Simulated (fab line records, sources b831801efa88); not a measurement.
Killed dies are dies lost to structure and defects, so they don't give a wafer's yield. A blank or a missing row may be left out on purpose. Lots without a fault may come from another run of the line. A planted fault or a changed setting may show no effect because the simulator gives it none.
fab line records | flow sky130
record lots=5 wafers=15 last_day=50
route steps=708 shown CONTACT@424 METAL1@434 PAD_OPEN@708
lots that met no fault: from a run of the same line without faults
start_h: hours from the record's first day to the start of the lot's first wafer shown | wait_h: hours since the lot's step before | " the same as in the row above | L1.1+2: a row that stands for several wafers | - no value, or no start given | * or withheld: withheld | < > ~ a bound
route shown NAME@n: a module of which the file shows steps, and the number in the route of the first | usual: mean/standard deviation of fault-free wafers | same: alike in all rows | chamber/n: place in a boat | sites: the reading at each site | _std_site: their standard deviation | _edge_site: outer sites' mean less inner sites' | radius_mm: how far each site lies from the wafer's centre | mask NAME#n: copy n | behind: the tool/chamber that last shaped the wafer | hold: why the lot was held/for how many hours/how that ended | device: the transistor (n, p or np) that didn't switch | end of line: the same wafers' tests at the end of the route | a step without rows: its recipe alone | killed: dies lost to structure and defects at the first sort, not the wafer's yield | map: a wafer's dies, x killed, . not, _ none there
set.NAME: the setting as run; set.NAME@STEP: as run at that earlier step | model.NAME: the simulator's own value behind a step, which no gauge read
lots at some steps of the route; a table a step, a row a wafer
services: from which hour (start_h, from the record's first day; less than 0 if before it) a tool's chamber was out of use, for how many hours, and why
## steps
# step SKY_CONTACT_ETCH_18
# recipe target=Si3N4 chemistry=CHF3/O2 stop_on=TiN source_w=600 bias_w=200 pressure_mtorr=40 chf3_flow_sccm=50 O2_flow_sccm=5 time_s=39 target_depth_a=750
# usual bias_w=200.0/0.6 chf3_flow_sccm=50.03/0.15 drypump_motor_current_A=5.8/0.53 oes_product_au=0.855/0.0075 throttle_valve_pct=8.794/0.0095
# columns lot.wafer tool chamber start_h wait_h bias_w chf3_flow_sccm drypump_motor_current_A oes_product_au rf_hours_counter_h throttle_valve_pct
L320.2 rie_diel-04 3 - - 199.9 49.87 6.6 0.849 12 8.799
L320.3 " 1 " " 199.9 49.81 5.5 0.847 13 8.765
L320.6 " 0 " " 199.9 50.36 5.6 0.861 - 8.785
L327.1 rie_diel-01 3 - - 200.5 49.88 6.2 0.853 9 8.779
L327.2 " 2 " " 199.3 50.03 4.7 0.855 2 8.812
L327.3 " 1 " " 200.4 50.25 6.4 0.854 14 8.806
L336.2 rie_diel-04 3 - - 199.6 50.23 6.6 0.854 17 8.786
L336.3 " 2 " " 200.2 49.82 5.6 0.845 9 8.790
L336.4 " 0 " " 200.0 49.94 5.6 0.856 7 8.806
L340.1 rie_diel-01 1 - - 199.3 50.39 6.4 0.854 17 8.794
L340.4 " 3 " " 200.1 49.88 6.2 0.860 - 8.801
L340.6 " 0 " " 199.9 49.82 5.8 0.853 - 8.785
L342.3 rie_diel-03 0 - - 201.1 49.96 5.7 0.846 23 8.803
L342.5 " 1 " " 199.4 50.05 5.8 0.848 - 8.800
L342.6 " 0 " " 201.8 49.83 5.7 0.845 - 8.785
# step SKY_CONTACT_STRIP_19
# recipe chemistry=O2/N2 power_w=1400 pressure_mtorr=1500 platen_temp_c=withheld o2_flow_sccm=3000 n2_flow_sccm=300 overash_fraction=0.5
# usual drypump_motor_current_A=5.36/0.26 o2_flow_sccm=3000/10 oes_product_au=0.382/0.0044 strip_time_to_endpoint_s=3.634/0.029
# same overash_fraction=0.5
# columns lot.wafer tool chamber start_h wait_h drypump_motor_current_A o2_flow_sccm oes_product_au rf_hours_counter_h strip_time_to_endpoint_s
L320.2 plasma_asher-03 1 749.00 - 5.25 2999 0.381 32 3.634
L320.3 " 1 " " 5.19 3005 0.373 - 3.587
L320.6 " 0 " " 5.20 2994 0.378 - 3.610
L327.1 plasma_asher-01 1 808.83 - 4.74 3012 0.384 7 3.667
L327.2 " 0 " " 5.86 3001 0.382 7 3.656
L327.3 " 0 " " 5.86 3013 0.380 - 3.683
L336.2 plasma_asher-04 1 870.30 - 5.33 3003 0.383 73 3.662
L336.3 " 0 " " 5.55 3006 0.379 - 3.604
L336.4 " 1 " " 5.33 3008 0.383 - 3.583
L340.1 plasma_asher-04 0 892.75 - 5.56 3008 0.378 76 3.678
L340.4 " 0 " " 5.57 3015 0.383 - 3.646
L340.6 " 0 " " 5.54 2998 0.381 - 3.638
L342.3 plasma_asher-04 0 908.76 - 5.55 2998 0.381 - 3.631
L342.5 " 0 " " 5.56 3004 0.386 - 3.631
L342.6 " 1 " " 5.35 3015 0.391 - 3.653
# step SKY_CONTACT_STRIP_20
# recipe chemistry=post_etch_residue_remover time_s=1200 temp_c=72.5
# step SKY_CONTACT_CLEAN_21
# recipe chemistry=IPA time_s=180 temp_c=25
# step SKY_CONTACT_CLEAN_22
# recipe chemistry=O3/DIW dry=n2_spin
# step SKY_CONTACT_SPUTTER_23
# recipe material=TiN target_thk_nm=20 chamber_pressure_pa=5 power_w=4000 time_s=80
# usual cathode_dc_power_W=3999.9/0.78 throttle_valve_pct=29.8/1.7
# columns lot.wafer tool chamber start_h wait_h cathode_dc_power_W throttle_valve_pct
L320.2 pvd_sputter-04 - 749.59 0.0 3998.1 30.6
L320.3 " - " " 3999.5 29.0
L320.6 " - " " 3999.8 28.9
L327.1 pvd_sputter-01 - 809.42 0.0 3998.3 29.5
L327.2 " - " " 4001.6 28.3
L327.3 " - " " 3999.9 28.4
L336.2 pvd_sputter-02 - 870.96 0.0 3999.0 31.7
L336.3 " - " " 3999.9 29.4
L336.4 " - " " 3998.9 30.7
L340.1 pvd_sputter-02 - 893.36 0.0 3999.1 31.3
L340.4 " - " " 3999.2 29.8
L340.6 " - " " 4000.1 29.3
L342.3 pvd_sputter-01 - 909.36 0.0 3999.4 28.3
L342.5 " - " " 4000.4 28.3
L342.6 " - " " 3998.9 29.0
# step SKY_CONTACT_CVD_24
# recipe material=W target_thk_nm=340 time_s=102.12 temp_c=400 pressure_torr=40
# usual heater_power_w=801/75
# columns lot.wafer tool chamber start_h wait_h heater_power_w
L320.2 cvd_w-01 0 749.66 0.0 799
L320.3 " 1 " " 880
L320.6 " 1 " " 870
L327.1 cvd_w-02 0 809.48 0.0 667
L327.2 " 1 " " 831
L327.3 " 1 " " 794
L336.2 cvd_w-01 1 871.02 0.0 878
L336.3 " 1 " " 856
L336.4 " 0 " " 829
L340.1 cvd_w-01 1 893.43 0.0 883
L340.4 " 0 " " 815
L340.6 " 1 " " 896
L342.3 cvd_w-02 0 909.46 0.1 675
L342.5 " 0 " " 689
L342.6 " 1 " " 822
# step SKY_CONTACT_RS_MEAS_25
# recipe thk_meas_gauge=four-point-probe reads=W_of_CONTACT_CVD_24+TiN_of_CONTACT_SPUTTER_23
# usual CONTACT_W_RS=0.341/0.0035
# columns lot.wafer tool chamber start_h wait_h CONTACT_W_RS[ohm/sq]
L320.2 film_metro-03 - 749.79 0.1 0.347
L320.3 " - " " 0.345
L320.6 " - " " 0.340
L327.1 film_metro-04 - 809.59 0.1 0.345
L327.2 " - " " 0.341
L327.3 " - " " 0.341
L336.2 film_metro-04 - 871.23 0.2 0.341
L336.3 " - " " 0.338
L336.4 " - " " 0.338
L340.1 film_metro-04 - 893.54 0.1 0.338
L340.4 " - " " 0.344
L340.6 " - " " 0.337
L342.3 film_metro-03 - 909.57 0.1 0.348
L342.5 " - " " 0.345
L342.6 " - " " 0.347
# step SKY_CONTACT_THK_MEAS_26
# recipe thk_meas_gauge=xrf reads=W_of_CONTACT_CVD_24
# usual CONTACT_W_THK=355/5.7
# columns lot.wafer tool chamber start_h wait_h CONTACT_W_THK[nm]
L320.2 film_metro-03 - 749.90 0.1 349
L320.3 " - " " 351
L320.6 " - " " 354
L327.1 film_metro-04 - 809.71 0.1 354
L327.2 " - " " 357
L327.3 " - " " 357
L336.2 film_metro-04 - 871.34 0.1 357
L336.3 " - " " 361
L336.4 " - " " 359
L340.1 film_metro-04 - 893.66 0.1 364
L340.4 " - " " 355
L340.6 " - " " 362
L342.3 film_metro-03 - 909.67 0.1 340
L342.5 " - " " 344
L342.6 " - " " 342
# step SKY_CONTACT_CMP_27
# recipe stop_on=SiO2 t_overpolish_s=15 down_force_psi=3.5 platen_rpm=60 target_thk_nm=0 pad_velocity_m_s=0.94248
# step SKY_METAL1_SPUTTER_00
# recipe material=Ti target_thk_nm=15 power_w=3000 time_s=10 chamber_pressure_pa=0.4
# step SKY_METAL1_SPUTTER_01
# recipe material=TiN target_thk_nm=20 power_w=6500 time_s=16.7 chamber_pressure_pa=0.4
# step SKY_METAL1_SPUTTER_02
# recipe material=AlCu target_thk_nm=250 power_w=10600 time_s=13.3 chamber_pressure_pa=0.4
# usual cathode_dc_power_W=10600/2 throttle_valve_pct=29.3/1.1
# columns lot.wafer tool chamber start_h wait_h cathode_dc_power_W throttle_valve_pct model.AlCu_of_METAL1_SPUTTER_02.thk_nm
L320.2 pvd_sputter-03 - 750.29 0.0 10598 28.3 254.4
L320.3 " - " " 10601 29.0 252.1
L320.6 " - " " 10602 29.1 252.9
L327.1 pvd_sputter-03 - 810.30 0.0 10600 29.2 249.5
L327.2 " - " " 9730.4 29.3 226
L327.3 " - " " 10601 30.8 248.8
L336.2 pvd_sputter-01 - 871.86 0.0 10600 28.4 255.1
L336.3 " - " " 10603 28.3 253.8
L336.4 " - " " 10601 29.9 252.2
L340.1 pvd_sputter-01 - 894.06 0.0 10599 28.2 252.1
L340.4 " - " " 10597 29.7 250.4
L340.6 " - " " 10601 28.3 251.1
L342.3 pvd_sputter-02 - 910.06 0.0 10603 29.2 249.5
L342.5 " - " " 10598 29.1 250.5
L342.6 " - " " 10597 30.5 250
# step SKY_METAL1_SPUTTER_03
# recipe material=Ti target_thk_nm=5 power_w=3000 time_s=3.3 chamber_pressure_pa=0.4
# usual cathode_dc_power_W=2999.9/0.56 throttle_valve_pct=29.3/1.1
# columns lot.wafer tool chamber start_h wait_h cathode_dc_power_W throttle_valve_pct
L320.2 pvd_sputter-03 - 750.32 0.0 3000.7 28.5
L320.3 " - " " 3000.0 29.1
L320.6 " - " " 3000.4 29.2
L327.1 pvd_sputter-03 - 810.32 0.0 2999.8 29.2
L327.2 " - " " 2999.9 29.5
L327.3 " - " " 2999.6 30.6
L336.2 pvd_sputter-01 - 871.89 0.0 2999.4 28.5
L336.3 " - " " 3000.1 28.2
L336.4 " - " " 3000.5 29.7
L340.1 pvd_sputter-01 - 894.09 0.0 3000.5 28.1
L340.4 " - " " 3000.3 29.7
L340.6 " - " " 2999.4 28.3
L342.3 pvd_sputter-02 - 910.08 0.0 2999.2 29.5
L342.5 " - " " 2999.9 29.2
L342.6 " - " " 3000.0 30.4
# step SKY_METAL1_SPUTTER_04
# recipe material=TiN target_thk_nm=70 power_w=6500 time_s=58.3 chamber_pressure_pa=0.4
# step SKY_METAL1_RS_MEAS_05
# recipe thk_meas_gauge=four-point-probe reads=TiN_of_METAL1_SPUTTER_04+Ti_of_METAL1_SPUTTER_03+AlCu_of_METAL1_SPUTTER_02+TiN_of_METAL1_SPUTTER_01+Ti_of_METAL1_SPUTTER_00
# usual METAL1_ALCU_RS=0.1259/0.0016
# columns lot.wafer tool chamber start_h wait_h METAL1_ALCU_RS[ohm/sq]
L320.2 film_metro-04 - 750.41 0.0 0.1246
L320.3 " - " " 0.1258
L320.6 " - " " 0.1255
L327.1 film_metro-02 - 810.39 0.0 0.1274
L327.2 " - " " 0.1410
L327.3 " - " " 0.1277
L336.2 film_metro-04 - 871.97 0.0 0.1241
L336.3 " - " " 0.1246
L336.4 " - " " 0.1257
L340.1 film_metro-01 - 894.15 0.0 0.1256
L340.4 " - " " 0.1264
L340.6 " - " " 0.1260
L342.3 film_metro-02 - 910.19 0.1 0.1275
L342.5 " - " " 0.1268
L342.6 " - " " 0.1271
# step SKY_METAL1_THK_MEAS_06
# recipe thk_meas_gauge=xrf reads=AlCu_of_METAL1_SPUTTER_02
# usual METAL1_ALCU_THK=255/3.2
# columns lot.wafer tool chamber start_h wait_h METAL1_ALCU_THK[nm]
L320.2 film_metro-04 - 750.52 0.1 257
L320.3 " - " " 256
L320.6 " - " " 257
L327.1 film_metro-02 - 810.51 0.1 254
L327.2 " - " " 229
L327.3 " - " " 253
L336.2 film_metro-04 - 872.08 0.1 259
L336.3 " - " " 258
L336.4 " - " " 257
L340.1 film_metro-01 - 894.27 0.1 254
L340.4 " - " " 252
L340.6 " - " " 255
L342.3 film_metro-02 - 910.29 0.1 254
L342.5 " - " " 256
L342.6 " - " " 255
# step SKY_METAL1_DEHYDRATE_07
# recipe temp_c=200 time_s=60
# step SKY_PAD_OPEN_PROBE_99
# usual defect_limited_yield=82.5/1.9 killed_at_M0_to_M3=43/7.2 killed_at_M4_up=3.1/1.8 killed_at_contacts=24/5.4 killed_at_front_end=15/4.4 killed_at_other=0.4/0.56 killed_dies=86/9.3 killed_open=47/6.9 killed_short=39/6.6 sort_bin_3_pad_short=0.9/0.43 sort_bin_5_function=10.4/1.5 sort_bin_6_memory=6.2/1.1 sort_n_pass=406/9.3 sort_yield_pct=82.5/1.9
# same gross_dies=492 killed_at_back_side=0 sort_bin_4_leakage[%]=0 sort_bin_8_speed[%]=0
# columns lot.wafer tool chamber start_h wait_h defect_limited_yield[%] killed_at_M0_to_M3 killed_at_M4_up killed_at_contacts killed_at_front_end killed_at_other killed_dies killed_open killed_short sort_bin_3_pad_short[%] sort_bin_5_function[%] sort_bin_6_memory[%] sort_n_pass sort_yield_pct[%] model.etest.met1.line_ohm_um model.etest.met1.rs_ohm_sq
L320.2 prober-01 - 1084.57 0.1 82.5 46 6 17 16 1 86 45 41 0.8 10.2 6.5 406 82.5 0.8852 0.126
L320.3 prober-01 - 1084.62 0.2 82.1 44 5 25 14 0 88 34 54 0.8 9.6 7.5 404 82.1 0.9268 0.1275
L320.6 prober-01 - 1084.77 0.2 80.7 58 1 25 11 0 95 54 41 0.8 10.0 8.5 397 80.7 0.9126 0.1269
L327.1 prober-01 - 1132.66 0.1 82.1 48 2 23 14 1 88 46 42 1.8 11.4 4.7 404 82.1 0.9139 0.129
L327.2 prober-01 - 1132.71 0.1 82.7 40 3 31 10 1 85 46 38 0.6 9.6 7.1 407 82.7 0.9841 0.143
L327.3 prober-01 - 1132.76 0.2 81.3 53 3 18 18 0 92 55 36 0.4 10.8 7.5 400 81.3 0.8667 0.1279
L336.2 prober-02 - 1179.70 0.1 81.5 46 1 29 14 1 91 47 43 0.6 12.4 5.5 401 81.5 0.9074 0.1251
L336.3 prober-02 - 1179.75 0.2 84.6 37 5 19 15 0 76 43 33 0.4 10.0 5.1 416 84.6 0.9195 0.1261
L336.4 prober-02 - 1179.80 0.2 81.9 48 6 19 16 0 89 49 40 0.2 9.6 8.3 403 81.9 0.9028 0.1267
L340.1 prober-02 - 1189.05 0.1 81.7 54 3 19 14 0 90 54 35 0.8 11.4 6.1 402 81.7 0.887 0.1261
L340.4 prober-02 - 1189.20 0.2 80.1 54 0 30 14 0 98 63 35 1.2 11.2 7.5 394 80.1 0.9269 0.1288
L340.6 prober-02 - 1189.30 0.2 81.7 47 4 25 14 0 90 51 38 1.0 11.4 5.9 402 81.7 0.903 0.1277
L342.3 prober-02 - 1201.26 0.2 83.7 40 3 19 17 1 80 39 41 1.6 8.5 6.1 412 83.7 0.9023 0.1288
L342.5 prober-02 - 1201.36 0.2 84.1 35 4 24 14 1 78 31 47 1.4 9.3 5.1 414 84.1 0.8851 0.1296
L342.6 prober-02 - 1201.41 0.2 78.0 63 3 27 14 1 108 56 52 1.2 12.8 7.9 384 78.0 0.8722 0.1277
# killed by level:class
L320.2 VIA1:geometric_particle:open=9 VIA3:geometric_particle:open=8 CONTACT:geometric_particle:open=6 VIA2:geometric_particle:open=6 VIA1:geometric_particle:short=5 VIA3:geometric_particle:short=5 FIELD_ISO:geometric_particle:short=4 POLY_GATE:geometric_particle:open=4
L320.3 POLY_GATE:geometric_particle:short=9 CONTACT:geometric_particle:open=9 VIA1:geometric_particle:short=9 LI_CONTACT:geometric_particle:open=6 METAL3:geometric_particle:short=6 VIA1:geometric_particle:open=6 CONTACT:geometric_particle:short=5 VIA3:geometric_particle:open=5
L320.6 CONTACT:geometric_particle:open=10 VIA3:geometric_particle:open=10 VIA2:geometric_particle:open=9 METAL1:geometric_particle:short=8 VIA1:geometric_particle:open=8 LI_CONTACT:geometric_particle:open=7 VIA1:geometric_particle:short=7 VIA3:geometric_particle:short=6
L327.1 VIA1:geometric_particle:open=10 CONTACT:geometric_particle:open=8 VIA1:geometric_particle:short=8 METAL1:geometric_particle:short=7 LI_CONTACT:geometric_particle:open=6 VIA3:geometric_particle:open=6 FIELD_ISO:geometric_particle:open=4 FIELD_ISO:geometric_particle:short=4
L327.2 CONTACT:geometric_particle:open=10 LI_CONTACT:geometric_particle:open=8 METAL1:geometric_particle:short=7 VIA1:geometric_particle:open=6 LOCAL_INTERCONNECT:geometric_particle:short=6 VIA1:geometric_particle:short=6 FIELD_ISO:geometric_particle:open=5 VIA2:geometric_particle:open=5
L327.3 VIA2:geometric_particle:open=14 VIA1:geometric_particle:open=10 METAL2:geometric_particle:short=9 VIA3:geometric_particle:open=7 LI_CONTACT:geometric_particle:open=6 POLY_GATE:geometric_particle:short=5 CONTACT:geometric_particle:open=5 FIELD_ISO:geometric_particle:open=3
L336.2 LI_CONTACT:geometric_particle:open=9 CONTACT:geometric_particle:open=9 METAL1:geometric_particle:short=8 VIA1:geometric_particle:open=8 VIA2:geometric_particle:open=7 CONTACT:geometric_particle:short=7 FIELD_ISO:geometric_particle:short=5 METAL2:geometric_particle:short=5
L336.3 CONTACT:geometric_particle:open=9 METAL2:geometric_particle:short=8 VIA1:geometric_particle:open=6 VIA2:geometric_particle:open=6 LI_CONTACT:geometric_particle:open=5 POLY_GATE:geometric_particle:short=4 FIELD_ISO:geometric_particle:open=4 VIA1:geometric_particle:short=3
L336.4 VIA1:geometric_particle:open=10 CONTACT:geometric_particle:open=10 VIA2:geometric_particle:open=9 VIA1:geometric_particle:short=7 METAL2:geometric_particle:short=7 VIA2:geometric_particle:short=6 METAL1:geometric_particle:short=6 FIELD_ISO:geometric_particle:short=5
L340.1 VIA1:geometric_particle:open=19 CONTACT:geometric_particle:open=10 VIA1:geometric_particle:short=8 POLY_GATE:geometric_particle:open=5 FIELD_ISO:geometric_particle:short=4 VIA3:geometric_particle:open=4 VIA2:geometric_particle:open=4 VIA3:geometric_particle:short=4
L340.4 VIA1:geometric_particle:open=16 CONTACT:geometric_particle:open=14 VIA3:geometric_particle:open=9 VIA2:geometric_particle:open=8 LI_CONTACT:geometric_particle:open=7 VIA1:geometric_particle:short=7 METAL1:geometric_particle:short=5 CONTACT:geometric_particle:short=4
L340.6 VIA3:geometric_particle:open=12 VIA1:geometric_particle:open=11 CONTACT:geometric_particle:open=10 LI_CONTACT:geometric_particle:open=7 VIA1:geometric_particle:short=6 FIELD_ISO:geometric_particle:short=5 LOCAL_INTERCONNECT:geometric_particle:short=5 METAL1:geometric_particle:short=4
L342.3 VIA1:geometric_particle:open=6 METAL2:geometric_particle:short=6 VIA3:geometric_particle:open=6 CONTACT:geometric_particle:short=5 CONTACT:geometric_particle:open=5 METAL1:geometric_particle:short=5 POLY_GATE:geometric_particle:short=4 POLY_CUT:geometric_particle:open=4
L342.5 LI_CONTACT:geometric_particle:open=9 METAL1:geometric_particle:short=8 VIA1:geometric_particle:open=7 CONTACT:geometric_particle:short=6 VIA3:geometric_particle:short=6 CONTACT:geometric_particle:open=5 VIA1:geometric_particle:short=5 POLY_GATE:geometric_particle:short=4
L342.6 VIA1:geometric_particle:open=11 METAL2:geometric_particle:short=10 VIA3:geometric_particle:open=9 LI_CONTACT:geometric_particle:open=8 VIA2:geometric_particle:open=8 VIA1:geometric_particle:short=8 CONTACT:geometric_particle:open=6 FIELD_ISO:geometric_particle:open=5
## services
# columns tool chamber start_h hours kind
plasma_asher-01 - 733.75 9.0 pm
rie_diel-01 - 747.58 2.8 pm
rie_diel-03 - 751.81 76.0 repair
cvd_w-02 - 756.06 2.8 pm
plasma_asher-04 - 765.68 0.6 repair
pvd_sputter-04 - 778.00 1.4 repair
rie_diel-04 1 782.17 6.3 repair
plasma_asher-04 - 794.08 4.6 pm
plasma_asher-03 - 801.77 1.6 repair
pvd_sputter-01 - 817.62 2.1 repair
cvd_w-01 - 820.41 2.8 pm
pvd_sputter-03 - 825.72 3.5 repair
rie_diel-04 1 833.78 2.6 repair
rie_diel-04 3 837.75 6.3 repair
cvd_w-02 1 845.55 10.0 repair
rie_diel-01 1 850.19 4.8 repair
pvd_sputter-03 - 851.53 0.9 repair
pvd_sputter-02 - 880.29 3.3 repair
rie_diel-01 2 890.52 9.0 repair
rie_diel-04 0 892.37 4.4 repair
rie_diel-01 1 894.87 16.2 repair
rie_diel-04 - 895.45 1.3 repair
rie_diel-01 0 897.70 4.7 repair
cvd_w-01 - 904.00 14.0 pm
## key
first_sign step=SKY_METAL1_SPUTTER_02 reading=cathode_dc_power_W direction=down sigmas=99+ usual=10600 struck=9730.4
effect step=SKY_METAL1_RS_MEAS_05 reading=METAL1_ALCU_RS direction=up sigmas=9.7 usual=0.1259 struck=0.1410
effect step=SKY_METAL1_THK_MEAS_06 reading=METAL1_ALCU_THK direction=down sigmas=8.1 usual=255 struck=229
model_effect step=SKY_METAL1_SPUTTER_02 value=AlCu_of_METAL1_SPUTTER_02.thk_nm without=246.5 struck=226
model_effect step=SKY_PAD_OPEN_PROBE_99 value=etest.met1.line_ohm_um without=0.8995 struck=0.9841
met_at SKY_METAL1_SPUTTER_02
struck_wafers L327.2
fault kind=process_parameter_drift tool=pvd_sputter-03 chamber=- onset_h=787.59 steps=SKY_METAL1_SPUTTER_02 channel=power_w offset=* shape=step end_h=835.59 acts_in=* stated=* scope=struck_wafers_only
